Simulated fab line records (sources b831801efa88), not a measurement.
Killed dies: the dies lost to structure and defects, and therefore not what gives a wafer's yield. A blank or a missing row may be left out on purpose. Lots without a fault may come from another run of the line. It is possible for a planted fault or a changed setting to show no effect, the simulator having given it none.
What tool caused it? | flow sky130 | 14 lots, 42 wafers sampled, at 5 steps of a route of 708

## WHAT THE GAUGES READ, wafer by wafer
SKY_SD_P_CD_MEAS_07 targets a cd of 380 nm. Usual: cdNm reads 379.2 nm (standard deviation 2.7).
lot  | measured     | on       | cdNm (nm)         | flag
L211 | day 25 16:48 | cdSem-01 | 379.8 381.5 378.5 | 
L213 | day 26 14:46 | cdSem-02 | 377.2 380.8 380.9 | 
L214 | day 27 06:33 | cdSem-01 | 378.0 379.0 378.2 | 
L216 | day 27 09:52 | cdSem-02 | 377.3 377.4 375.1 | 
L215 | day 27 15:45 | cdSem-01 | 376.0 376.0 372.9 | 
L220 | day 29 09:45 | cdSem-01 | 381.2 382.3 382.8 | 
L221 | day 29 16:54 | cdSem-02 | 376.9 378.3 377.1 | 
L223 | day 30 01:45 | cdSem-01 | 377.6 377.9 378.9 | 
L227 | day 31 10:59 | cdSem-02 | 383.0 383.6 382.2 | 
L229 | day 31 23:11 | cdSem-01 | 379.0 380.9 379.9 | 
L230 | day 32 11:12 | cdSem-02 | 380.3 379.6 378.4 | 
L232 | day 33 00:45 | cdSem-01 | 374.5 374.6 378.0 | 
L233 | day 33 03:39 | cdSem-01 | 378.9 379.2 376.9 | 
L234 | day 33 04:54 | cdSem-01 | 378.6 379.5 380.5 | 

SKY_SD_P_OVL_MEAS_08. Usual: SD_P_OVL typically reads 1.3 nm, with standard deviation 1.3.
lot  | measured     | on         | SD_P_OVL (nm)  | flag
L211 | day 25 16:55 | overlay-01 | 2.1 3.3 0.3    | 
L213 | day 26 14:53 | overlay-01 | 0.1 0.4 1.8    | 
L214 | day 27 06:40 | overlay-02 | 1.4 -0.6 -0.3  | 
L216 | day 27 09:58 | overlay-01 | 1.0 2.0 2.3    | 
L215 | day 27 15:52 | overlay-02 | 0.3 1.7 2.2    | 
L220 | day 29 09:52 | overlay-02 | -0.1 0.2 0.5   | 
L221 | day 29 17:01 | overlay-01 | 1.8 3.2 2.5    | 
L223 | day 30 01:52 | overlay-02 | 1.3 2.6 2.9    | 
L227 | day 31 11:06 | overlay-01 | 0.9 -0.1 2.6   | 
L229 | day 31 23:18 | overlay-02 | 1.1 0.6 2.6    | 
L230 | day 32 11:19 | overlay-02 | 0.5 0.8 0.3    | 
L232 | day 33 00:52 | overlay-02 | -0.9 -0.6 -0.6 | 
L233 | day 33 03:46 | overlay-01 | 1.8 1.9 0.3    | 
L234 | day 33 05:01 | overlay-02 | 2.4 1.7 0.9    | 

SKY_SD_N_RS_MEAS_18: the measuring method here is four-point-probe. Usual: RES_XHIGH_RS typically reads 333.4 ohm/sq, with standard deviation 1.4.
lot  | measured     | on           | RES_XHIGH_RS (ohm/sq) | flag
L211 | day 28 04:17 | filmMetro-03 | 333.4 332.4 332.1     | 
L213 | day 29 02:20 | filmMetro-01 | 332.1 333.1 332.5     | 
L214 | day 29 17:41 | filmMetro-01 | 331.7 332.5 332.5     | 
L216 | day 29 20:32 | filmMetro-03 | 331.0 332.1 332.2     | 
L215 | day 30 02:35 | filmMetro-01 | 334.4 334.3 335.3     | 
L220 | day 31 19:37 | filmMetro-03 | 355.0 354.0 353.1     | OFF
L221 | day 32 03:25 | filmMetro-04 | 355.2 354.7 353.3     | OFF
L223 | day 32 11:10 | filmMetro-01 | 355.3 354.5 354.5     | OFF
L227 | day 33 20:25 | filmMetro-01 | 333.8 333.6 334.0     | 
L229 | day 34 07:43 | filmMetro-04 | 336.1 335.4 335.2     | 
L230 | day 34 20:16 | filmMetro-01 | 331.6 334.3 333.1     | 
L232 | day 35 08:40 | filmMetro-03 | 335.5 334.7 335.3     | 
L233 | day 35 11:23 | filmMetro-01 | 335.4 334.5 334.1     | 
L234 | day 35 12:44 | filmMetro-03 | 335.5 336.5 335.2     | 

SKY_LI_CONTACT_CD_MEAS_12 targets a cd of 170 nm. Usual: cdNm reads 169.7 nm (standard deviation 1.7).
lot  | measured     | on       | cdNm (nm)         | flag
L211 | day 29 09:08 | cdSem-01 | 166.3 165.5 167.0 | 
L213 | day 30 07:15 | cdSem-01 | 168.6 167.0 169.0 | 
L214 | day 30 22:36 | cdSem-02 | 168.7 168.5 170.1 | 
L216 | day 31 01:00 | cdSem-01 | 168.7 166.9 169.5 | 
L215 | day 31 07:31 | cdSem-02 | 171.7 172.1 171.6 | 
L220 | day 33 00:17 | cdSem-01 | 167.4 169.0 168.0 | 
L221 | day 33 07:53 | cdSem-02 | 167.9 166.2 165.9 | 
L223 | day 33 15:53 | cdSem-01 | 170.6 170.6 169.4 | 
L227 | day 35 00:00 | cdSem-01 | 170.5 170.8 170.6 | 
L229 | day 35 11:14 | cdSem-01 | 168.8 169.3 169.5 | 
L230 | day 36 00:14 | cdSem-02 | 171.1 170.5 170.3 | 
L232 | day 36 10:50 | cdSem-02 | 171.0 171.3 172.1 | 
L233 | day 36 14:20 | cdSem-01 | 170.4 170.6 169.2 | 
L234 | day 36 15:21 | cdSem-02 | 170.7 170.7 171.7 | 

## EACH LOT AND THE TOOL THAT RAN IT (in order: tool; ch and the chambers of the sampled wafers; start)
lot  | SKY_RES_XHIGH_IMPLANT_07
L211 | implanter-02 ch 0, day 26 22:26
L213 | implanter-04 ch 0, day 27 20:17
L214 | implanter-02 ch 0, day 28 11:38
L216 | implanter-02 ch 0, day 28 14:57
L215 | implanter-02 ch 0, day 28 20:47
L220 | implanter-04 ch 0, day 30 14:15
L221 | implanter-04 ch 0, day 30 21:29
L223 | implanter-04 ch 0, day 31 05:54
L227 | implanter-02 ch 0, day 32 15:56
L229 | implanter-02 ch 0, day 33 03:57
L230 | implanter-04 ch 0, day 33 15:45
L232 | implanter-03 ch 0, day 34 04:24
L233 | implanter-03 ch 0, day 34 07:00
L234 | implanter-04 ch 0, day 34 08:44
- SKY_RES_XHIGH_IMPLANT_07

## WHAT THE TOOLS THEMSELVES READ (means of the sampled wafers that have a number; where no wafer has one, the mark that the record gives instead)
The record holds no such reading with a usual standard deviation.

## THE ANSWER, worked out from the rows above alone
Rule: a lot counts as off when the mean over its wafers that have a number is more than 3 standard deviations away from the usual mean. Also off: a lot with no number at a reading for which 4 or more lots have one. Where the step has rows for the other lots, those lots are counted as sound. Order of review: gauges by route order, followed by the tools' own readings, for which a lot's mean as printed above is used. At the first step where some lot is off, the reading lying furthest off is the one used; lots without a number count as furthest.
Off: L220, L221, L223, seen at SKY_SD_N_RS_MEAS_18 (RES_XHIGH_RS).
A tool fits if, at a process step before that reading, it ran every lot that is off, and no sound lot after the first of them. Those tools and the gauges at SKY_SD_N_RS_MEAS_18 are tried in the same way. None of those tried fits.

## WHAT THE SIMULATOR HAD PUT IN
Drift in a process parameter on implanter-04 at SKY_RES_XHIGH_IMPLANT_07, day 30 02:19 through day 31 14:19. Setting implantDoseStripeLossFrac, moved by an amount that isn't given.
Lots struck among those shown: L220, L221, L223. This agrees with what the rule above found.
